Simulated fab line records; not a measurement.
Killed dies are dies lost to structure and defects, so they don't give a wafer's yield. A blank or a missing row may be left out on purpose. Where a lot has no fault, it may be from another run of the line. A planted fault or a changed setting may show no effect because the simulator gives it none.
Problem report, 8D (eight disciplines) form, completed by code    flow sky130    the parts of the form that need people (team, actions taken, sign-off) are left out

== 1. PROBLEM STATEMENT ==
Mean of killed-at-front-end at SKY_PAD_OPEN_PROBE_99: 55 across 6 wafers in 2 lots; on wafers with no fault it is 15 (standard deviation 4.3). That puts it +9.2 standard deviations away from the usual mean.
First seen on wafer L310.1, day 48 06:02, on prober-01. The record has a number at this step for 36 wafers belonging to 12 lots. Rule for "out", or "out of limits": more than 4 standard deviations from the usual mean. All remaining wafers that have a number are taken as sound.

== 2. WHAT IT IS; WHAT IT IS NOT ==
question                     is                      is not
which readings at this step  killed-at-front-end     killed_at_M0_to_M3, killed_at_M4_up, killed-at-contacts, killed-open, killed-short
which lots                   L310, L316              L302, L304, L305, L306, L307, L317, L318, L320, L321, L322
which wafers of those lots   all that have a number  -
read on which tools          prober-01, prober-02    -
when                         from day 48 06:02       up to then (15 sound wafers); but 15 sound wafers of L317, L318, L320, L321, L322 came after

== 3. WHAT RULES OUT EACH SUSPECT ==
Counting: a tool stays on the suspect list if, at a process step up to the reading, it processed all lots that are out and no sound lot following the first of them.
- rie-diel-03 at SKY_FIELD_ISO_ETCH_14 (etches BARC in N2/H2, stops on SiO2, time 45.9 s, target depth 60 nm): kept. Every lot that is out went through it, starting with L310 (day 4 06:00), and after that it ran no sound lot; the last sound lot it ran before then is L306 (day 3 01:55).
- pvd-sputter-02 at SKY_METAL5_SPUTTER_03 (material Ti, target thk 5 nm, time 3.3 s): ruled out as a lasting fault. After its first lot that is out, L310 (day 45 12:24), sound lots L321 ran on it.
Remaining after the count: rie-diel-03 at SKY_FIELD_ISO_ETCH_14.

== 4. THE CAUSE (what the simulator had put in) ==
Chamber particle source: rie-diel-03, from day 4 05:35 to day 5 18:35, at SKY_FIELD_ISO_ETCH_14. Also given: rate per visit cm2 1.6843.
The count eliminated every tool but this one.

== 5. THE CHAIN OF EFFECTS, in route order ==
Each row: a reading whose mean over the struck wafers that have a number lies more than 3 standard deviations from the usual. Only readings for which the record gives a usual standard deviation are gone through. hours: the time from each lot's start at the first step in this table that gives one to its start at this step, as a median over the lots. sigmas: the change in usual standard deviations.
hours  step                   reading              usual  on struck wafers  change  sigmas
0      SKY_PAD_OPEN_PROBE_99  killed-at-front-end  15     55                +40     +9.2
0      SKY_PAD_OPEN_PROBE_99  killed-dies          88     123               +35     +3.9
It contains these process steps:
- SKY_PAD_OPEN_PROBE_99

== 6. WHAT WOULD HAVE CAUGHT IT SOONER ==
First out-of-limits reading in this record: day 48 06:02, which is 1056 hours after fault onset at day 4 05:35.
An alarm limit of 4 standard deviations would not have fired on the tool readings at SKY_FIELD_ISO_ETCH_14 for which the record gives a usual standard deviation, since none of them was out on any struck wafer.
Lots out: 2; all had begun SKY_FIELD_ISO_ETCH_14 on rie-diel-03 by day 48 06:02. Holding the tool at that point would not have protected any of them.
